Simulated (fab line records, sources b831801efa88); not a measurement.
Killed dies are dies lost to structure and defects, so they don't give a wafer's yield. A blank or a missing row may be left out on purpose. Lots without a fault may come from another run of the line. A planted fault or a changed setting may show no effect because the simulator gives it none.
Chamber matching | flow gf180mcu | GF_V3_CVD_00 on hdpcvd-02: 3 sister chambers
The step deposits SiO2, target thk 600 nm, time 100 s. 16 wafers are shown with their chamber, then 8 later ones without.

WAFERS WITH THEIR CHAMBER
wafer  | chamber | sih4_flow_sccm (sccm)
L826.1 | 1       | 59.97
L826.2 | 2       | 59.70
L826.4 | 0       | 59.93
L828.3 | 2       | 60.05
L828.4 | 0       | 59.85
L828.5 | 2       | 60.11
L829.2 | 1       | 59.94
L829.4 | 0       | 59.62
L829.6 | 2       | 59.78
L831.2 | 1       | 59.87
L831.3 | 2       | 59.63
L831.4 | 1       | 60.13
L832.1 | 2       | 59.89
L832.4 | 2       | 60.18
L832.5 | 0       | 60.46
L833.1 | 2       | 60.11

SIGNATURES (means of the wafers above)
reading        | chamber 0 | chamber 1 | chamber 2 | scatter within a chamber
sih4_flow_sccm | 59.9650   | 59.9775   | 59.9312   | 0.236
Rule: a wafer's distance from a chamber is the root of the sum, over the readings, of the square of ((its reading less the chamber's mean) divided by the reading's scatter). The wafer belongs to the nearest chamber; if the next one is less than 2 further off, it can't be placed. The scatter: the root of (the sum of the squares of (reading less its chamber's mean) over the shown wafers, divided by (wafers less chambers)).

WAFERS WITHOUT THEIR CHAMBER
wafer  | sih4_flow_sccm (sccm)
L833.4 | 60.18
L833.5 | 60.14
L843.1 | 59.84
L843.4 | 59.79
L843.6 | 60.03
L845.1 | 59.90
L845.4 | 59.97
L845.5 | 60.05

WHICH CHAMBER EACH WENT THROUGH
wafer  | from the rows above          | in truth
L833.4 | can't be placed: 1 or 0 or 2 | 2
L833.5 | can't be placed: 1 or 0 or 2 | 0
L843.1 | can't be placed: 2 or 0 or 1 | 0
L843.4 | can't be placed: 2 or 0 or 1 | 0
L843.6 | can't be placed: 1 or 0 or 2 | 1
L845.1 | can't be placed: 2 or 0 or 1 | 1
L845.4 | can't be placed: 0 or 1 or 2 | 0
L845.5 | can't be placed: 1 or 0 or 2 | 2
Placed correctly: 0 of 8. Can't be placed from these rows: 8 (the true chamber is among the candidates in 8). Placed wrongly: 0.
